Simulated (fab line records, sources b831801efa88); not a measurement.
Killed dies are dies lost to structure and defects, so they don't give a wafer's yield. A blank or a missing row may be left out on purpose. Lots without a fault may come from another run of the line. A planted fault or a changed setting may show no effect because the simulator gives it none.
fab line records | flow sky130
record lots=5 wafers=15 last_day=49
route steps=708 shown METAL5@671 PASSIVATION@681 PAD_OPEN@694
lots that met no fault: from a run of the same line without faults
start_h: hours from the record's first day to the start of the lot's first wafer shown | wait_h: hours since the lot's step before | " the same as in the row above | L1.1+2: a row that stands for several wafers | - no value, or no start given | * or withheld: withheld | < > ~ a bound
route shown NAME@n: a module of which the file shows steps, and the number in the route of the first | usual: mean/standard deviation of fault-free wafers | same: alike in all rows | chamber/n: place in a boat | sites: the reading at each site | _std_site: their standard deviation | _edge_site: outer sites' mean less inner sites' | radius_mm: how far each site lies from the wafer's centre | mask NAME#n: copy n | behind: the tool/chamber that last shaped the wafer | hold: why the lot was held/for how many hours/how that ended | device: the transistor (n, p or np) that didn't switch | end of line: the same wafers' tests at the end of the route | a step without rows: its recipe alone | killed: dies lost to structure and defects at the first sort, not the wafer's yield | map: a wafer's dies, x killed, . not, _ none there
set.NAME: the setting as run; set.NAME@STEP: as run at that earlier step | model.NAME: the simulator's own value behind a step, which no gauge read
lots at some steps of the route; a table a step, a row a wafer
services: from which hour (start_h, from the record's first day; less than 0 if before it) a tool's chamber was out of use, for how many hours, and why
## steps
# step SKY_METAL5_SOFTBAKE_10
# recipe temp_c=90 time_s=60 resist=NOVOLAK
# columns lot.wafer tool chamber start_h wait_h
L074.3+4+5 litho_track-04 0 1017.97 0.1
L084.2+3+5 litho_track-03 0 1079.84 0.1
L090.4+5+6 litho_track-03 0 1125.99 0.1
L091.2+3+5 litho_track-04 0 1128.75 0.1
L094.3+5+6 litho_track-01 0 1139.11 0.1
# step SKY_METAL5_EXPOSE_11
# recipe mask_id=MM5 na=0.6 source_shape=conventional sigma_outer=0.6 polarization=unpolarized target_cd_nm=1600 dose_mj=190
# usual exposure_dose_mJ_cm2=190.01/0.2
# same na=0.6 sigma_outer=0.6
# columns lot.wafer tool chamber start_h wait_h mask exposure_dose_mJ_cm2
L074.3 iline_stepper-02 0 - - MM5#0 190.03
L074.4 " 0 " " MM5#0 189.95
L074.5 " 0 " " MM5#0 190.05
L084.2 iline_stepper-01 0 - - MM5#0 189.81
L084.3 " 0 " " MM5#0 189.88
L084.5 " 0 " " MM5#0 189.84
L090.4 iline_stepper-01 0 - - MM5#0 189.84
L090.5 " 0 " " MM5#0 189.83
L090.6 " 0 " " MM5#0 189.87
L091.2 iline_stepper-01 0 - - MM5#0 190.12
L091.3 " 0 " " MM5#0 189.87
L091.5 " 0 " " MM5#0 189.63
L094.3 iline_stepper-02 0 - - MM5#0 190.12
L094.5 " 0 " " MM5#0 190.43
L094.6 " 0 " " MM5#0 189.97
# step SKY_METAL5_PEB_12
# recipe temp_c=withheld time_s=* resist=NOVOLAK
# columns lot.wafer tool chamber start_h wait_h
L074.3+4+5 litho_track-04 0 - -
L084.2+3+5 litho_track-01 0 - -
L090.4+5+6 litho_track-01 0 - -
L091.2+3+5 litho_track-03 0 - -
L094.3+5+6 litho_track-04 0 - -
# step SKY_METAL5_DEVELOP_13
# recipe resist=NOVOLAK developer=TMAH develop_time_s=60 dev_temp_c=23
# usual developer_temp_C=23.01/0.11
# columns lot.wafer tool chamber start_h wait_h developer_temp_C
L074.3 litho_track-04 0 1029.87 0.1 22.95
L074.4 " 0 " " 22.97
L074.5 " 0 " " 23.07
L084.2 litho_track-01 0 1089.88 0.1 22.87
L084.3 " 0 " " 22.95
L084.5 " 0 " " 23.12
L090.4 litho_track-01 0 1136.23 0.1 23.13
L090.5 " 0 " " 22.96
L090.6 " 0 " " 23.06
L091.2 litho_track-03 0 1138.69 0.1 22.82
L091.3 " 0 " " 23.03
L091.5 " 0 " " 23.08
L094.3 litho_track-04 0 1147.57 0.1 23.13
L094.5 " 0 " " 23.04
L094.6 " 0 " " 23.08
# step SKY_METAL5_DESCUM_14
# recipe chemistry=O2 source_power_w=150 bias_power_w=0 pressure_mtorr=10 temp_c=40 time_s=11
# usual drypump_motor_current_A=5.5/0.39 oes_product_au=1.003/0.0074 rf_fwd_power_W=147.2/0.8
# columns lot.wafer tool chamber start_h wait_h drypump_motor_current_A oes_product_au rf_fwd_power_W rf_hours_counter_h
L074.3 rie_metal-03 0 1029.98 0.1 5.1 1.005 148.7 -
L074.4 " 1 " " 4.9 1.002 146.7 -
L074.5 " 1 " " 5.0 1.009 146.7 -
L084.2 rie_metal-03 0 1090.01 0.1 5.1 1.009 147.8 12
L084.3 " 1 " " 4.9 0.997 146.6 -
L084.5 " 1 " " 5.0 0.996 146.4 -
L090.4 rie_metal-02 0 1136.32 0.1 5.7 0.998 147.8 -
L090.5 " 1 " " 6.0 1.015 147.2 -
L090.6 " 0 " " 5.7 1.019 148.2 -
L091.2 rie_metal-03 0 1138.81 0.1 5.1 1.008 148.3 16
L091.3 " 1 " " 4.9 1.001 146.8 -
L091.5 " 0 " " 5.1 0.998 148.0 -
L094.3 rie_metal-03 0 1147.69 0.1 5.1 1.002 148.4 -
L094.5 " 0 " " 5.1 1.011 148.1 -
L094.6 " 0 " " 5.1 1.014 148.2 -
# step SKY_METAL5_METAL_ETCH_15
# recipe target_depth_a=12600 stop_on=SiO2 over_etch_frac=0.2 time_s=252 chemistry=Cl2/BCl3 resist_sidewall_deg=86 pressure_mtorr=10 icp_w=900 bias_w=48.5 Cl2_flow_sccm=60 bcl3_flow_sccm=30
# usual bcl3_flow_sccm=30.00/0.084 drypump_motor_current_A=5.5/0.39 oes_product_au=0.894/0.0048 rf_fwd_power_W=897.1/2.8 throttle_valve_pct=22.264/0.0094
# columns lot.wafer tool chamber start_h wait_h bcl3_flow_sccm drypump_motor_current_A oes_product_au rf_fwd_power_W rf_hours_counter_h throttle_valve_pct
L074.3 rie_metal-03 0 1030.08 0.1 29.99 5.1 0.893 895.0 - 22.254
L074.4 " 1 " " 29.99 5.0 0.898 892.2 - 22.270
L074.5 " 1 " " 30.00 5.0 0.898 894.8 - 22.268
L084.2 rie_metal-03 0 1090.04 0.0 29.96 5.1 0.891 901.3 12 22.258
L084.3 " 1 " " 29.97 5.0 0.891 901.4 - 22.271
L084.5 " 1 " " 29.97 5.0 0.890 896.0 - 22.258
L090.4 rie_metal-02 0 1136.42 0.1 29.93 5.7 0.887 897.2 - 22.283
L090.5 " 1 " " 30.07 6.0 0.883 900.5 - 22.269
L090.6 " 0 " " 30.01 5.7 0.888 899.8 - 22.286
L091.2 rie_metal-03 0 1138.85 0.0 29.90 5.1 0.890 894.6 16 22.278
L091.3 " 1 " " 29.98 4.9 0.896 891.9 - 22.265
L091.5 " 0 " " 30.11 5.1 0.892 896.4 - 22.264
L094.3 rie_metal-03 0 1147.90 0.2 30.02 5.1 0.893 892.6 - 22.255
L094.5 " 0 " " 30.02 5.1 0.892 899.2 - 22.250
L094.6 " 0 " " 30.08 5.1 0.891 896.2 - 22.279
# step SKY_METAL5_STRIP_16
# recipe chemistry=O2/N2 power_w=1400 pressure_mtorr=1500 platen_temp_c=withheld o2_flow_sccm=3000 n2_flow_sccm=300 overash_fraction=0.5
# usual drypump_motor_current_A=5.72/0.23 oes_product_au=0.710/0.0045 strip_time_to_endpoint_s=13.03/0.098
# columns lot.wafer tool chamber start_h wait_h drypump_motor_current_A oes_product_au rf_hours_counter_h strip_time_to_endpoint_s
L074.3 plasma_asher-01 1 1030.27 0.1 5.76 0.708 - 13.13
L074.4 " 0 " " 5.26 0.714 - 13.04
L074.5 " 0 " " 5.24 0.695 - 12.98
L084.2 plasma_asher-01 1 1090.28 0.2 5.71 0.713 3 13.11
L084.3 " 1 " " 5.73 0.710 - 13.03
L084.5 " 1 " " 5.69 0.704 - 13.14
L090.4 plasma_asher-04 0 1136.61 0.1 5.80 0.705 - 12.98
L090.5 " 1 " " 5.84 0.709 - 12.85
L090.6 " 0 " " 5.77 0.712 - 13.05
L091.2 plasma_asher-04 0 1139.08 0.2 5.82 0.708 37 13.06
L091.3 " 1 " " 5.90 0.709 - 12.98
L091.5 " 0 " " 5.79 0.714 - 12.86
L094.3 plasma_asher-04 1 1148.24 0.3 5.89 0.708 - 13.07
L094.5 " 1 " " 5.91 0.710 - 13.04
L094.6 " 0 " " 5.80 0.704 - 12.94
# step SKY_METAL5_STRIP_17
# recipe chemistry=post_etch_residue_remover time_s=1200 temp_c=72.5
# columns lot.wafer tool chamber start_h wait_h
L074.3+4+5 wet_bench-01 3 1030.34 0.0
L084.2+3+5 wet_bench-04 2 1090.38 0.1
L090.4+5+6 wet_bench-03 0 1136.68 0.0
L091.2+3+5 wet_bench-03 0 1139.18 0.1
L094.3+5+6 wet_bench-04 0 1148.31 0.0
# step SKY_METAL5_CLEAN_18
# recipe chemistry=IPA time_s=180 temp_c=25
# columns lot.wafer tool chamber start_h wait_h
L074.3+4+5 wet_bench-03 1 1030.68 0.0
L084.2+3+5 wet_bench-03 3 1090.72 0.0
L090.4+5+6 wet_bench-04 3 1137.02 0.0
L091.2+3+5 wet_bench-01 1 1139.52 0.0
L094.3+5+6 wet_bench-03 2 1148.65 0.0
# step SKY_METAL5_CLEAN_19
# recipe chemistry=O3/DIW dry=n2_spin
# columns lot.wafer tool chamber start_h wait_h
L074.3+4+5 wet_bench-01 3 1030.74 0.0
L084.2+3+5 wet_bench-01 2 1090.78 0.0
L090.4+5+6 wet_bench-03 1 1137.08 0.0
L091.2+3+5 wet_bench-04 3 1139.59 0.0
L094.3+5+6 wet_bench-01 1 1148.72 0.0
# step SKY_PASSIVATION_CVD_00
# recipe material=SiO2 target_thk_nm=90 temp_c=400 time_s=withheld rf_w=600
# usual heater_power_w=722/110 rf_fwd_power_W=588/3.6
# columns lot.wafer tool chamber start_h wait_h heater_power_w rf_fwd_power_W
L074.3 pecvd-03 2 1030.83 0.0 800 588
L074.4 " 1 " " 846 590
L074.5 " 2 " " 822 586
L084.2 pecvd-01 2 1090.87 0.0 694 587
L084.3 " 0 " " 526 592
L084.5 " 2 " " 709 587
L090.4 pecvd-03 2 1137.18 0.0 753 589
L090.5 " 1 " " 808 595
L090.6 " 0 " " 874 590
L091.2 pecvd-03 0 1139.68 0.0 726 589
L091.3 " 2 " " 701 584
L091.5 " 0 " " 768 589
L094.3 pecvd-03 0 1148.82 0.0 755 589
L094.5 " 1 " " 710 590
L094.6 " 0 " " 760 588
# step SKY_PASSIVATION_THK_MEAS_01
# recipe reads=SiO2_of_PASSIVATION_CVD_00
# usual PASSIVATION_CVD_00_THK=89.8/0.99
# columns lot.wafer tool chamber start_h wait_h PASSIVATION_CVD_00_THK[nm]
L074.3 film_metro-03 - 1030.87 - 88.3
L074.4 " - " " 90.0
L074.5 " - " " 90.4
L084.2 film_metro-03 - 1090.90 - 89.2
L084.3 " - " " 89.4
L084.5 " - " " 89.3
L090.4 film_metro-01 - 1137.22 - 90.8
L090.5 " - " " 92.0
L090.6 " - " " 90.1
L091.2 film_metro-03 - 1139.71 - 89.0
L091.3 " - " " 90.4
L091.5 " - " " 90.5
L094.3 film_metro-01 - 1148.87 - 90.3
L094.5 " - " " 92.8
L094.6 " - " " 91.7
# step SKY_PASSIVATION_CVD_02
# recipe material=Si3N4 target_thk_nm=540 temp_c=400 time_s=withheld rf_w=450
# usual heater_power_w=731/110 rf_fwd_power_W=449.5/1.4
# columns lot.wafer tool chamber start_h wait_h heater_power_w rf_fwd_power_W
L074.3 pecvd-04 1 1030.91 0.0 821 450.0
L074.4 " 1 " " 865 450.2
L074.5 " 2 " " 767 451.7
L084.2 pecvd-03 0 1090.95 0.0 927 447.8
L084.3 " 2 " " 738 448.7
L084.5 " 0 " " 945 447.7
L090.4 pecvd-04 2 1137.36 0.1 749 449.5
L090.5 " 0 " " 631 453.2
L090.6 " 1 " " 831 451.1
L091.2 pecvd-01 0 1139.76 0.0 627 448.6
L091.3 " 1 " " 561 450.6
L091.5 " 2 " " 756 448.9
L094.3 pecvd-04 2 1148.91 0.0 769 450.3
L094.5 " 0 " " 558 450.1
L094.6 " 1 " " 854 449.3
# step SKY_PASSIVATION_THK_MEAS_03
# recipe reads=Si3N4_of_PASSIVATION_CVD_02
# usual PASSIVATION_CVD_02_THK=542/7
# columns lot.wafer tool chamber start_h wait_h PASSIVATION_CVD_02_THK[nm]
L074.3 film_metro-03 - 1031.16 - 537
L074.4 " - " " 546
L074.5 " - " " 544
L084.2 film_metro-02 - 1091.18 - 532
L084.3 " - " " 528
L084.5 " - " " 543
L090.4 film_metro-03 - 1137.50 - 541
L090.5 " - " " 539
L090.6 " - " " 550
L091.2 film_metro-02 - 1140.00 - 529
L091.3 " - " " 533
L091.5 " - " " 537
L094.3 film_metro-01 - 1149.15 - 531
L094.5 " - " " 542
L094.6 " - " " 553
# step SKY_PASSIVATION_DEHYDRATE_04
# recipe temp_c=200 time_s=60
# columns lot.wafer tool chamber start_h wait_h
L074.3+4+5 litho_track-04 0 1041.37 10.2
L084.2+3+5 litho_track-04 0 1100.75 9.6
L090.4+5+6 litho_track-03 0 1145.34 7.8
L091.2+3+5 litho_track-04 0 1148.05 8.0
L094.3+5+6 litho_track-03 0 1157.46 8.3
# step SKY_PASSIVATION_HMDS_05
# recipe prime_time_s=60 prime_temp_c=120
# columns lot.wafer tool chamber start_h wait_h
L074.3+4+5 litho_track-04 0 1041.52 0.1
L084.2+3+5 litho_track-04 0 1100.90 0.1
L090.4+5+6 litho_track-03 0 1145.49 0.1
L091.2+3+5 litho_track-04 0 1148.20 0.1
L094.3+5+6 litho_track-03 0 1157.61 0.1
# step SKY_PASSIVATION_COAT_06
# recipe spin_rpm=2000 resist_thk_nm=3000
# columns lot.wafer tool chamber start_h wait_h
L074.3+4+5 litho_track-04 0 1041.67 0.1
L084.2+3+5 litho_track-04 0 1101.05 0.1
L090.4+5+6 litho_track-03 0 1145.64 0.1
L091.2+3+5 litho_track-04 0 1148.35 0.1
L094.3+5+6 litho_track-03 0 1157.76 0.1
# step SKY_PASSIVATION_SOFTBAKE_07
# recipe temp_c=110 time_s=withheld
# columns lot.wafer tool chamber start_h wait_h
L074.3+4+5 litho_track-04 0 1041.84 0.1
L084.2+3+5 litho_track-04 0 1101.20 0.1
L090.4+5+6 litho_track-03 0 1145.81 0.1
L091.2+3+5 litho_track-04 0 1148.50 0.1
L094.3+5+6 litho_track-03 0 1157.93 0.1
# step SKY_PASSIVATION_EXPOSE_08
# recipe mask_id=NSM target_cd_nm=3000 na=0.57 dose_mj=260
# usual exposure_dose_mJ_cm2=260.04/0.25
# same na=0.57
# columns lot.wafer tool chamber start_h wait_h mask exposure_dose_mJ_cm2
L074.3 iline_stepper-01 0 - - NSM#0 260.15
L074.4 " 0 " " NSM#0 259.67
L074.5 " 0 " " NSM#0 260.25
L084.2 iline_stepper-02 0 - - NSM#0 260.07
L084.3 " 0 " " NSM#0 260.35
L084.5 " 0 " " NSM#0 260.15
L090.4 iline_stepper-02 0 - - NSM#0 260.34
L090.5 " 0 " " NSM#0 259.94
L090.6 " 0 " " NSM#0 259.75
L091.2 iline_stepper-02 0 - - NSM#0 259.79
L091.3 " 0 " " NSM#0 260.22
L091.5 " 0 " " NSM#0 260.26
L094.3 iline_stepper-02 0 - - NSM#0 260.02
L094.5 " 0 " " NSM#0 259.97
L094.6 " 0 " " NSM#0 259.90
# step SKY_PASSIVATION_PEB_09
# recipe temp_c=115 time_s=withheld
# columns lot.wafer tool chamber start_h wait_h
L074.3+4+5 litho_track-04 0 - -
L084.2+3+5 litho_track-02 0 - -
L090.4+5+6 litho_track-02 0 - -
L091.2+3+5 litho_track-02 0 - -
L094.3+5+6 litho_track-04 0 - -
# step SKY_PASSIVATION_DEVELOP_10
# recipe develop_time_s=60 dev_temp_c=23
# usual developer_temp_C=23.00/0.1
# columns lot.wafer tool chamber start_h wait_h developer_temp_C
L074.3 litho_track-04 0 - - 22.87
L074.4 " 0 " " 22.93
L074.5 " 0 " " 23.13
L084.2 litho_track-02 0 - - 23.03
L084.3 " 0 " " 23.08
L084.5 " 0 " " 22.90
L090.4 litho_track-02 0 - - 23.10
L090.5 " 0 " " 23.06
L090.6 " 0 " " 23.09
L091.2 litho_track-02 0 - - 23.07
L091.3 " 0 " " 23.11
L091.5 " 0 " " 23.02
L094.3 litho_track-04 0 - - 22.92
L094.5 " 0 " " 23.05
L094.6 " 0 " " 22.80
# step SKY_PASSIVATION_ETCH_11
# recipe chemistry=CF4/O2 target_depth_nm=725 stop_on=AlCu source_w=800 bias_w=150 pressure_mtorr=150 cf4_flow_sccm=80 O2_flow_sccm=10 time_s=161.1
# usual drypump_motor_current_A=5.7/0.52 oes_product_au=0.979/0.0061 rf_fwd_power_W=797.1/2.6 throttle_valve_pct=5.964/0.009
# columns lot.wafer tool chamber start_h wait_h drypump_motor_current_A oes_product_au rf_fwd_power_W rf_hours_counter_h throttle_valve_pct
L074.3 rie_diel-02 0 1052.92 - 5.8 0.975 800.1 22 5.975
L074.4 " 1 " " 5.9 0.985 798.6 24 5.973
L074.5 " 0 " " 5.9 0.985 797.4 - 5.965
L084.2 rie_diel-03 3 1110.94 - 6.4 0.973 796.2 17 5.950
L084.3 " 2 " " 5.7 0.963 796.9 19 5.952
L084.5 " 0 " " 5.1 0.977 803.5 - 5.954
L090.4 rie_diel-02 0 1154.89 - 5.9 0.984 791.3 26 5.967
L090.5 " 1 " " 5.9 0.978 798.8 - 5.971
L090.6 " 2 " " 5.9 0.979 793.7 - 5.977
L091.2 rie_diel-03 1 1157.54 - 4.8 0.973 799.2 18 5.964
L091.3 " 0 " " 5.2 0.977 793.7 8 5.968
L091.5 " 3 " " 6.4 0.980 796.6 - 5.958
L094.3 rie_diel-03 2 1165.47 - 5.7 0.971 795.9 21 5.984
L094.5 " 1 " " 4.8 0.989 796.9 - 5.960
L094.6 " 0 " " 5.1 0.987 801.1 - 5.972
# step SKY_PASSIVATION_STRIP_12
# recipe chemistry=O2/N2 power_w=1400 pressure_mtorr=1500 platen_temp_c=withheld overash_fraction=0.7 o2_flow_sccm=3000 n2_flow_sccm=300
# usual drypump_motor_current_A=5.8/0.45 oes_product_au=0.661/0.0047 strip_time_to_endpoint_s=31.54/0.12
# columns lot.wafer tool chamber start_h wait_h drypump_motor_current_A oes_product_au rf_hours_counter_h strip_time_to_endpoint_s
L074.3 plasma_asher-01 1 1053.06 0.1 5.7 0.666 - 31.71
L074.4 " 0 " " 5.3 0.657 - 31.69
L074.5 " 1 " " 5.8 0.662 - 31.59
L084.2 plasma_asher-02 1 1111.05 0.1 5.5 0.660 92 31.57
L084.3 " 0 " " 6.6 0.658 - 31.56
L084.5 " 0 " " 6.6 0.652 - 31.72
L090.4 plasma_asher-03 1 1155.03 0.1 6.0 0.660 - 31.40
L090.5 " 1 " " 6.0 0.659 - 31.49
L090.6 " 0 " " 5.8 0.666 - 31.40
L091.2 plasma_asher-03 0 1157.65 0.1 5.8 0.668 74 31.50
L091.3 " 0 " " 5.8 0.658 - 31.40
L091.5 " 0 " " 5.8 0.660 - 31.39
L094.3 plasma_asher-01 0 1165.61 0.1 5.3 0.664 - 31.60
L094.5 " 0 " " 5.3 0.657 - 31.38
L094.6 " 1 " " 5.7 0.654 - 31.44
# step SKY_PAD_OPEN_DEHYDRATE_00
# recipe temp_c=200 time_s=60
# columns lot.wafer tool chamber start_h wait_h
L074.3+4+5 litho_track-01 0 1062.86 9.8
L084.2+3+5 litho_track-02 0 1120.66 9.6
L090.4+5+6 litho_track-01 0 1162.68 7.6
L091.2+3+5 litho_track-03 0 1165.29 7.6
L094.3+5+6 litho_track-01 0 1173.86 8.2
# step SKY_PAD_OPEN_HMDS_01
# recipe prime_time_s=60 prime_temp_c=120
# columns lot.wafer tool chamber start_h wait_h
L074.3+4+5 litho_track-01 0 1063.01 0.1
L084.2+3+5 litho_track-02 0 1120.81 0.1
L090.4+5+6 litho_track-01 0 1162.83 0.1
L091.2+3+5 litho_track-03 0 1165.44 0.1
L094.3+5+6 litho_track-01 0 1174.01 0.1
# step SKY_PAD_OPEN_COAT_02
# recipe spin_rpm=2000 resist_thk_nm=3000
# columns lot.wafer tool chamber start_h wait_h
L074.3+4+5 litho_track-01 0 1063.16 0.1
L084.2+3+5 litho_track-02 0 1120.96 0.1
L090.4+5+6 litho_track-01 0 1162.98 0.1
L091.2+3+5 litho_track-03 0 1165.59 0.1
L094.3+5+6 litho_track-01 0 1174.16 0.1
# step SKY_PAD_OPEN_SOFTBAKE_03
# recipe temp_c=110 time_s=withheld
# columns lot.wafer tool chamber start_h wait_h
L074.3+4+5 litho_track-01 0 1063.32 0.1
L084.2+3+5 litho_track-02 0 1121.12 0.1
L090.4+5+6 litho_track-01 0 1163.16 0.1
L091.2+3+5 litho_track-03 0 1165.75 0.1
L094.3+5+6 litho_track-01 0 1174.32 0.1
# step SKY_PAD_OPEN_EXPOSE_04
# recipe mask_id=PDM target_cd_nm=60000 na=0.57 dose_mj=260
# usual exposure_dose_mJ_cm2=259.95/0.28
# same na=0.57
# columns lot.wafer tool chamber start_h wait_h mask exposure_dose_mJ_cm2
L074.3 iline_stepper-01 0 - - PDM#0 259.59
L074.4 " 0 " " PDM#0 259.90
L074.5 " 0 " " PDM#0 260.02
L084.2 iline_stepper-01 0 - - PDM#0 259.40
L084.3 " 0 " " PDM#0 259.70
L084.5 " 0 " " PDM#0 259.40
L090.4 iline_stepper-02 0 - - PDM#0 259.91
L090.5 " 0 " " PDM#0 259.78
L090.6 " 0 " " PDM#0 260.02
L091.2 iline_stepper-02 0 - - PDM#0 259.99
L091.3 " 0 " " PDM#0 259.88
L091.5 " 0 " " PDM#0 259.78
L094.3 iline_stepper-02 0 - - PDM#0 260.04
L094.5 " 0 " " PDM#0 260.02
L094.6 " 0 " " PDM#0 260.10
# step SKY_PAD_OPEN_PEB_05
# recipe temp_c=115 time_s=withheld
# columns lot.wafer tool chamber start_h wait_h
L074.3+4+5 litho_track-03 0 - -
L084.2+3+5 litho_track-01 0 - -
L090.4+5+6 litho_track-01 0 - -
L091.2+3+5 litho_track-01 0 - -
L094.3+5+6 litho_track-03 0 - -
# step SKY_PAD_OPEN_DEVELOP_06
# recipe develop_time_s=60 dev_temp_c=23
# usual developer_temp_C=23.00/0.098
# columns lot.wafer tool chamber start_h wait_h developer_temp_C
L074.3 litho_track-03 0 - - 23.04
L074.4 " 0 " " 22.97
L074.5 " 0 " " 23.02
L084.2 litho_track-01 0 - - 22.95
L084.3 " 0 " " 23.04
L084.5 " 0 " " 23.01
L090.4 litho_track-01 0 - - 23.11
L090.5 " 0 " " 22.96
L090.6 " 0 " " 23.03
L091.2 litho_track-01 0 - - 23.03
L091.3 " 0 " " 23.04
L091.5 " 0 " " 23.04
L094.3 litho_track-03 0 - - 23.09
L094.5 " 0 " " 23.05
L094.6 " 0 " " 22.94
# step SKY_PAD_OPEN_ETCH_07
# recipe chemistry=CF4/O2 target_depth_nm=725 stop_on=AlCu source_w=800 bias_w=150 pressure_mtorr=150 cf4_flow_sccm=80 O2_flow_sccm=10 time_s=161.1
# usual drypump_motor_current_A=5.8/0.34 oes_product_au=0.979/0.0074 rf_fwd_power_W=796.4/2.5 throttle_valve_pct=5.965/0.0097
# columns lot.wafer tool chamber start_h wait_h drypump_motor_current_A oes_product_au rf_fwd_power_W rf_hours_counter_h throttle_valve_pct
L074.3 rie_diel-04 1 1073.66 - 5.3 0.971 799.7 18 5.964
L074.4 " 0 " " 6.0 0.989 799.5 14 5.975
L074.5 " 1 " " 5.3 0.982 798.7 - 5.983
L084.2 rie_diel-02 0 1130.26 - 5.8 0.963 791.4 26 5.962
L084.3 " 1 " " 5.9 0.964 791.5 26 5.945
L084.5 " 1 " " 5.9 0.974 794.9 - 5.956
L090.4 rie_diel-02 3 1171.06 - 5.9 0.972 795.7 16 5.986
L090.5 " 3 " " 5.9 0.971 794.6 - 5.969
L090.6 " 2 " " 5.9 0.983 800.1 - 5.962
L091.2 rie_diel-01 1 1174.81 - 5.9 0.967 793.6 17 5.963
L091.3 " 2 " " 6.2 0.969 797.2 24 5.961
L091.5 " 2 " " 6.2 0.977 791.8 - 5.958
L094.3 rie_diel-04 1 1182.21 - 5.4 0.977 796.1 23 5.956
L094.5 " 0 " " 6.0 0.979 797.7 - 5.985
L094.6 " 3 " " 5.7 0.997 797.1 - 5.959
# step SKY_PAD_OPEN_STRIP_08
# recipe chemistry=O2/N2 power_w=1400 pressure_mtorr=1500 platen_temp_c=withheld overash_fraction=0.7 o2_flow_sccm=3000 n2_flow_sccm=300
# usual drypump_motor_current_A=5.9/0.42 oes_product_au=0.663/0.005
# columns lot.wafer tool chamber start_h wait_h drypump_motor_current_A oes_product_au rf_hours_counter_h
L074.3 plasma_asher-04 1 1073.80 0.1 5.9 0.667 -
L074.4 " 0 " " 5.8 0.660 -
L074.5 " 1 " " 5.9 0.665 -
L084.2 plasma_asher-02 1 1130.36 0.1 5.4 0.662 95
L084.3 " 1 " " 5.5 0.664 -
L084.5 " 0 " " 6.6 0.657 -
L090.4 plasma_asher-02 1 1171.20 0.1 5.4 0.672 -
L090.5 " 0 " " 6.6 0.664 -
L090.6 " 1 " " 5.4 0.664 -
L091.2 plasma_asher-04 1 1174.91 0.1 5.9 0.661 41
L091.3 " 0 " " 5.8 0.663 -
L091.5 " 1 " " 5.8 0.665 -
L094.3 plasma_asher-02 1 1182.35 0.1 5.4 0.668 -
L094.5 " 0 " " 6.6 0.666 -
L094.6 " 1 " " 5.5 0.663 -
# step SKY_PAD_OPEN_STRIP_09
# recipe chemistry=post_etch_residue_remover time_s=1200 temp_c=72.5
# columns lot.wafer tool chamber start_h wait_h
L074.3+4+5 wet_bench-01 2 1073.87 0.0
L084.2+3+5 wet_bench-01 2 1130.46 0.1
L090.4+5+6 wet_bench-02 2 1171.33 0.1
L091.2+3+5 wet_bench-01 0 1175.01 0.1
L094.3+5+6 wet_bench-02 3 1182.58 0.2
# step SKY_PAD_OPEN_CLEAN_10
# recipe chemistry=IPA time_s=180 temp_c=25
# columns lot.wafer tool chamber start_h wait_h
L074.3+4+5 wet_bench-04 1 1074.24 0.0
L084.2+3+5 wet_bench-04 1 1130.80 0.0
L090.4+5+6 wet_bench-04 1 1171.70 0.0
L091.2+3+5 wet_bench-02 0 1175.39 0.0
L094.3+5+6 wet_bench-04 0 1182.92 0.0
# step SKY_PAD_OPEN_CLEAN_11
# recipe chemistry=O3/DIW dry=n2_spin
# columns lot.wafer tool chamber start_h wait_h
L074.3+4+5 wet_bench-01 3 1074.30 0.0
L084.2+3+5 wet_bench-02 0 1130.86 0.0
L090.4+5+6 wet_bench-01 3 1171.76 0.0
L091.2+3+5 wet_bench-01 2 1175.44 0.0
L094.3+5+6 wet_bench-02 3 1182.98 0.0
# step SKY_PAD_OPEN_ANNEAL_12
# recipe temp_c=400 time_s=withheld ambient=N2/H2 idle_temp_c=300 ramp_up_c_per_min=8 ramp_down_c_per_min=4
# usual ramp_up_c_per_min=8.0000/0.0014 zone_power_centre_pct=4.71/0.088
# columns lot.wafer tool chamber start_h wait_h ramp_up_c_per_min zone_power_centre_pct
L074.3 furnace-01 0 1074.40 0.0 7.9998 4.66
L074.4 " 0 " " 8.0025 4.54
L074.5 " 0 " " 8.0001 4.58
L084.2 furnace-01 0 1130.95 0.0 8.0011 4.71
L084.3 " 0 " " 7.9996 4.66
L084.5 " 0 " " 8.0009 4.59
L090.4 furnace-01 0 1171.86 0.0 8.0011 4.67
L090.5 " 0 " " 8.0004 4.68
L090.6 " 0 " " 7.9988 4.67
L091.2 furnace-02 0 1175.54 0.0 8.0027 4.77
L091.3 " 0 " " 8.0008 4.77
L091.5 " 0 " " 7.9981 4.80
L094.3 furnace-01 0 1183.07 0.0 8.0023 4.71
L094.5 " 0 " " 8.0013 4.53
L094.6 " 0 " " 8.0003 4.64
# step SKY_PAD_OPEN_BOW_MEAS_13
# recipe mode=bow
# usual PAD_OPEN_BOW=47/9.4
# columns lot.wafer tool chamber start_h wait_h PAD_OPEN_BOW[um]
L074.3 film_metro-04 - 1075.94 - 42
L074.4 " - " " 48
L074.5 " - " " 49
L084.2 film_metro-03 - 1132.47 - 60
L084.3 " - " " 56
L084.5 " - " " 58
L090.4 film_metro-03 - 1173.42 - 55
L090.5 " - " " 44
L090.6 " - " " 46
L091.2 film_metro-03 - 1177.06 - 34
L091.3 " - " " 37
L091.5 " - " " 26
L094.3 film_metro-03 - 1184.61 - 61
L094.5 " - " " 39
L094.6 " - " " 51
## services
# columns tool chamber start_h hours kind
pecvd-03 2 995.81 26.2 repair
furnace-01 - 998.31 3.1 pm
wet_bench-04 - 1001.15 1.9 pm
iline_stepper-02 - 1004.17 9.3 repair
plasma_asher-04 - 1004.67 1.3 repair
pecvd-03 1 1015.53 5.7 repair
rie_diel-02 1 1022.30 3.3 repair
furnace-01 - 1026.79 4.0 pm
iline_stepper-01 - 1032.14 2.2 repair
iline_stepper-02 - 1036.16 1.7 pm
rie_diel-02 1 1048.64 1.6 repair
plasma_asher-02 - 1054.45 13.4 repair
plasma_asher-01 - 1055.25 9.0 pm
furnace-01 - 1057.49 4.0 repair
rie_diel-02 1 1069.57 15.1 repair
plasma_asher-02 - 1078.01 3.9 repair
iline_stepper-01 - 1096.06 1.7 pm
plasma_asher-04 - 1102.47 2.8 pm
plasma_asher-04 - 1110.00 14.6 pm
pecvd-03 - 1110.74 0.5 repair
rie_diel-02 2 1118.15 6.1 repair
plasma_asher-01 - 1123.50 26.3 pm
furnace-01 - 1166.31 3.7 pm
rie_metal-03 - 1173.45 18.5 repair
## key
fault none
